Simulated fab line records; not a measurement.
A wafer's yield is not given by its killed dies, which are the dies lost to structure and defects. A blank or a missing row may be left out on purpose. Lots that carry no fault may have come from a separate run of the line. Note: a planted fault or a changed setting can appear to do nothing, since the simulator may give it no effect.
The tool behind it: which one? + flow gf180mcu + 13 lots, 37 wafers sampled, at 4 steps of a route of 602

WHAT THE GAUGES SHOWED, per wafer
GF_DNWELL_TW_MEAS_09. Usual: DNWELL_TW 1347, standard deviation 9.2.
| lot  | measured    | on            | DNWELL_TW      | flag |
|------|-------------|---------------|----------------|------|
| L360 | day 2 19:08 | film metro-04 | 1337 1345 1339 |      |
| L361 | day 2 23:40 | film metro-02 | 1340 1341 1352 |      |
| L362 | day 3 06:07 | film metro-03 | 1330 1338 1324 |      |
| L363 | day 3 10:16 | film metro-03 | 1336 1337 1333 |      |
| L364 | day 3 15:32 | film metro-03 | 1334 1336 1336 |      |
| L365 | day 3 21:29 | film metro-04 | 1349 1355 1356 |      |
| L366 | day 4 02:37 | film metro-02 | 1343 1341 1346 |      |
| L367 | day 4 06:54 | film metro-04 | 1350 1351 1350 |      |
| L371 | day 5 06:26 | film metro-02 | 1336 1335      |      |
| L376 | day 6 08:32 | film metro-04 | 1343 1336      |      |
| L378 | day 6 19:31 | film metro-04 | 1358 1360 1352 |      |
| L382 | day 7 16:05 | film metro-04 | 1359 1366 1365 |      |
| L383 | day 7 21:05 | film metro-04 | 1363 1350 1360 |      |

GF_SAB_CD_MEAS_09: the cd target is 420 nm. Usual: 420.7 nm for cd nm, sd 2.6.
| lot  | measured     | on        | cd nm (nm)        | flag |
|------|--------------|-----------|-------------------|------|
| L360 | day 15 00:11 | cd sem-01 | 421.9 424.0 424.0 |      |
| L361 | day 15 05:42 | cd sem-02 | 419.4 420.8 418.7 |      |
| L362 | day 15 18:01 | cd sem-02 | 415.6 418.4 418.0 |      |
| L363 | day 16 00:43 | cd sem-01 | 423.2 421.2 421.1 |      |
| L364 | day 16 08:34 | cd sem-01 | 414.6 418.3 415.9 |      |
| L365 | day 16 17:39 | cd sem-01 | 421.9 421.5 420.2 |      |
| L366 | day 17 05:08 | cd sem-02 | 417.9 421.1 418.7 |      |
| L367 | day 17 13:35 | cd sem-02 | 421.9 420.1 422.2 |      |
| L371 | day 19 05:09 | cd sem-01 | 421.1 422.1       |      |
| L376 | day 21 08:07 | cd sem-02 | 417.2 416.0       |      |
| L378 | day 22 00:31 | cd sem-01 | 421.2 422.7 421.2 |      |
| L382 | day 23 03:19 | cd sem-01 | 421.7 424.1 419.2 |      |
| L383 | day 23 07:24 | cd sem-02 | 423.1 422.3 421.8 |      |

GF_SAB_OVL_MEAS_10. Usual: SAB_OVL -0.4 nm, standard deviation 1.2.
| lot  | measured     | on         | SAB_OVL (nm)   | flag |
|------|--------------|------------|----------------|------|
| L360 | day 15 00:18 | overlay-01 | -1.7 -1.9 -0.7 |      |
| L361 | day 15 05:47 | overlay-01 | -1.8 -0.8 -2.1 |      |
| L362 | day 15 18:07 | overlay-01 | 0.5 0.9 -0.3   |      |
| L363 | day 16 00:49 | overlay-01 | -0.7 0.0 0.6   |      |
| L364 | day 16 08:40 | overlay-01 | -2.5 -0.6 -0.5 |      |
| L365 | day 16 17:45 | overlay-01 | -1.5 -0.7 -0.5 |      |
| L366 | day 17 05:15 | overlay-02 | -1.1 -1.2 -2.2 |      |
| L367 | day 17 13:40 | overlay-01 | -0.2 -0.2 -1.3 |      |
| L371 | day 19 05:14 | overlay-01 | -0.8 -0.6      |      |
| L376 | day 21 08:14 | overlay-01 | 1.5 -0.2       |      |
| L378 | day 22 00:37 | overlay-01 | 2.8 1.2 1.6    |      |
| L382 | day 23 03:25 | overlay-01 | -2.6 -2.7 -3.4 |      |
| L383 | day 23 07:31 | overlay-01 | 0.3 0.3 0.1    |      |

WHAT TOOL EACH LOT RAN ON (gives the tool, then ch and the chambers of the sampled wafers, and finally the start)
| lot  | GF_HV_LDD_SOFTBAKE_15             |
|------|-----------------------------------|
| L360 | litho track-04 ch 0, day 10 09:52 |
| L361 | litho track-04 ch 0, day 10 14:08 |
| L362 | litho track-03 ch 0, day 11 01:57 |
| L363 | litho track-04 ch 0, day 11 06:50 |
| L364 | litho track-03 ch 0, day 11 12:54 |
| L365 | litho track-04 ch 0, day 11 21:02 |
| L366 | litho track-04 ch 0, day 12 06:10 |
| L367 | litho track-03 ch 0, day 12 14:32 |
| L371 | litho track-03 ch 0, day 13 22:57 |
| L376 | litho track-03 ch 0, day 15 17:44 |
| L378 | litho track-02 ch 0, day 16 05:25 |
| L382 | litho track-04 ch 0, day 17 12:14 |
| L383 | litho track-04 ch 0, day 17 17:43 |
- GF_HV_LDD_SOFTBAKE_15: time 60 s.

WHAT THE TOOLS THEMSELVES READ (means of the sampled wafers that have a number; where no wafer has one, the mark that the record gives instead)
GF_HV_LDD_SOFTBAKE_15. Usual: chill plate temp C 23.00 C, standard deviation 0.12; heater power total W 56.59 W, standard deviation 0.042; run length s 89.30 s, standard deviation 0.26.
| lot  | tool           | chill plate temp C (C) | heater power total W (W) | run length s (s) | flag |
|------|----------------|------------------------|--------------------------|------------------|------|
| L360 | litho track-04 | 23.07                  | 56.60                    | 89.14            |      |
| L361 | litho track-04 | 23.10                  | 56.57                    | 89.09            |      |
| L362 | litho track-03 | 23.08                  | 56.57                    | 89.57            |      |
| L363 | litho track-04 | 22.97                  | 56.53                    | 89.11            |      |
| L364 | litho track-03 | 23.30                  | 56.57                    | 89.45            |      |
| L365 | litho track-04 | 22.92                  | 56.57                    | 89.23            |      |
| L366 | litho track-04 | 23.09                  | 56.60                    | 89.04            |      |
| L367 | litho track-03 | 22.97                  | 56.61                    | 89.55            |      |
| L371 | litho track-03 | 23.09                  | 56.92                    | 88.30            | OFF  |
| L376 | litho track-03 | 22.94                  | 56.89                    | 88.34            | OFF  |
| L378 | litho track-02 | 22.92                  | 56.62                    | 88.96            |      |
| L382 | litho track-04 | 22.87                  | 56.56                    | 89.09            |      |
| L383 | litho track-04 | 23.00                  | 56.59                    | 89.21            |      |

THE ANSWER, worked out from the rows above alone
Rule: lot off if the mean of its wafers having a number is beyond 3 standard deviations from the usual mean. A lot without any number at a reading at which 4 lots or more have one is off too. Any other lot the step has rows for is counted as sound. After the gauges, taken in route order, come the tools' own readings; for these a lot's mean is taken, as printed above. The first step at which some lot is off is used, and at that step the reading that is off furthest; a lot without a number counts as furthest.
Off: L371, L376, at GF_HV_LDD_SOFTBAKE_15 (heater power total W).
If a tool, at that step or one of the process steps before it, ran each lot that is off and ran no sound lot following the first of them, it fits. One fits: litho track-03 at GF_HV_LDD_SOFTBAKE_15. A fault onset in the window from L367 (day 12 14:32, its last sound lot) to L371 (day 13 22:57, its first lot off) fits.
The tool's own readings at GF_HV_LDD_SOFTBAKE_15 bear it out: on the lots that are off they differ by more than 5 times the standard deviation of the sound lots' means. heater power total W reads 56.91 W there against 56.58 W on the sound lots.

WHAT THE SIMULATOR HAD INSERTED
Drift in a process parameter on litho track-03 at GF_HV_LDD_SOFTBAKE_15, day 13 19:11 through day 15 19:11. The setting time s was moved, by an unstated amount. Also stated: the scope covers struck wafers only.
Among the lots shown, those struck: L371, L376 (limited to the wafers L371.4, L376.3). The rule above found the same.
